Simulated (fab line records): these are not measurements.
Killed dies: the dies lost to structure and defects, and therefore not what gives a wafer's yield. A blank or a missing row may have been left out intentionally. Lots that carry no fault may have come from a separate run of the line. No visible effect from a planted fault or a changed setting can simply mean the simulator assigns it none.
Comparing a struck lot with a sound one | flow sky130 | 15 steps out of a route of 708
Sound: these wafers, L764.1, L764.5, L764.6. Struck: wafer L775.5. (L775.4 of the same lot was not struck and is left out.) The cause comes at the end.
Each step with rows lists, per side, the tool, then ch with its chambers, then its first start. Under that, the readings that differ: sound wafers | struck wafers | difference of the means | sigmas: that difference in standard deviations of wafers without a fault.
alike: a reading whose means differ by less than 2 such deviations, as well as words and numbers matching on both sides. not compared: withheld readings; readings where some wafer has no value; bounds like >300 that might hide an equal value; numbers whose values overlap and for which the record gives no deviation.
A row with sigmas, a row that says differs or no value, or rows on one side alone: a step with any of these is where the two part. Numbers that have no deviation but don't overlap get no sigmas and don't part them. A reading that every wafer of one side lacks parts them only if that side has two wafers or more.

SKY_METAL2_STRIP_20: strips in O2/N2.
  sound on plasma-asher-03 ch 0,1, day 36 11:20; struck on plasma-asher-02 ch 1, day 39 13:16
  alike: drypump-motor-current-A, oes-product-au, strip-time-to-endpoint-s
  not compared: rf-hours-counter-h
then, 4 steps without rows for these wafers: SKY_METAL2_STRIP_21 (strips in post etch residue remover, time 1200 s); SKY_METAL2_CLEAN_22 (cleans in IPA, time 180 s); SKY_METAL2_CLEAN_23 (cleans in O3/DIW); SKY_VIA2_HDPCVD_00 (deposits SiO2, target thk 1180 nm, time 196.7 s).
SKY_VIA2_THK_MEAS_01:
  sound on film-metro-02, day 36 12:03; struck on film-metro-01, day 39 13:59
  reading              | sound          | struck | difference | sigmas
  VIA2_HDPCVD_THK (nm) | 1189 1193 1195 | 1165   | -27        | -2
SKY_VIA2_CMP_02: polishes SiO2.
  sound on cmp-02 ch 0,1,2, day 36 12:13; struck on cmp-01 ch 2, day 39 14:01
  alike: head-pressure-psi, motor-current-A
SKY_VIA2_BOW_MEAS_03:
  sound on film-metro-03, day 36 12:25; struck on film-metro-01, day 39 14:22
  alike: VIA2_BOW
then, 4 steps without rows for these wafers: SKY_VIA2_DEHYDRATE_04 (time 60 s); SKY_VIA2_HMDS_05 (prime time 60 s); SKY_VIA2_COAT_06 (resist thk 60 nm); SKY_VIA2_COAT_07 (resist thk 450 nm).
SKY_VIA2_SOFTBAKE_08: time 90 s.
  sound on litho-track-02 ch 0, day 37 01:00; struck on litho-track-02 ch 0, day 40 02:00
  reading                  | sound                | struck | difference | sigmas
  heater-power-total-W (W) | 57.47 57.43 57.32    | 59.51  | +2.10      | +18
  run-length-s (s)         | 119.24 119.21 119.43 | 110.58 | -8.71      | -31
then, 1 step without rows for these wafers: SKY_VIA2_EXPOSE_09 (exposes mask VIM2, target cd 200 nm).
-- the record jumps here: 9 days lie between the struck wafers' starts before and after (it left off in module VIA2 and takes up again in module PAD_OPEN, whose first step shown is number 708 of the route) --
SKY_PAD_OPEN_PROBE_99:
  sound on prober-02, day 46 19:56; struck on prober-02, day 49 04:18
  reading         | sound | struck | difference | sigmas
  killed_at_M4_up | 6 3 5 | 1      | -4         | -2
  alike: defect-limited-yield, killed_at_M0_to_M3, killed-at-contacts, killed-at-front-end, killed-at-other, killed-dies, killed-on-rim, killed-open, killed-short, sort_bin_3_pad_short, sort_bin_5_function, sort_bin_6_memory, sort-n-pass, sort-yield-pct

== WHERE THEY PART ==
Last at SKY_PAD_OPEN_PROBE_99 as far as this record goes, first at SKY_VIA2_THK_MEAS_01.

WHY: what had been put in by the simulator
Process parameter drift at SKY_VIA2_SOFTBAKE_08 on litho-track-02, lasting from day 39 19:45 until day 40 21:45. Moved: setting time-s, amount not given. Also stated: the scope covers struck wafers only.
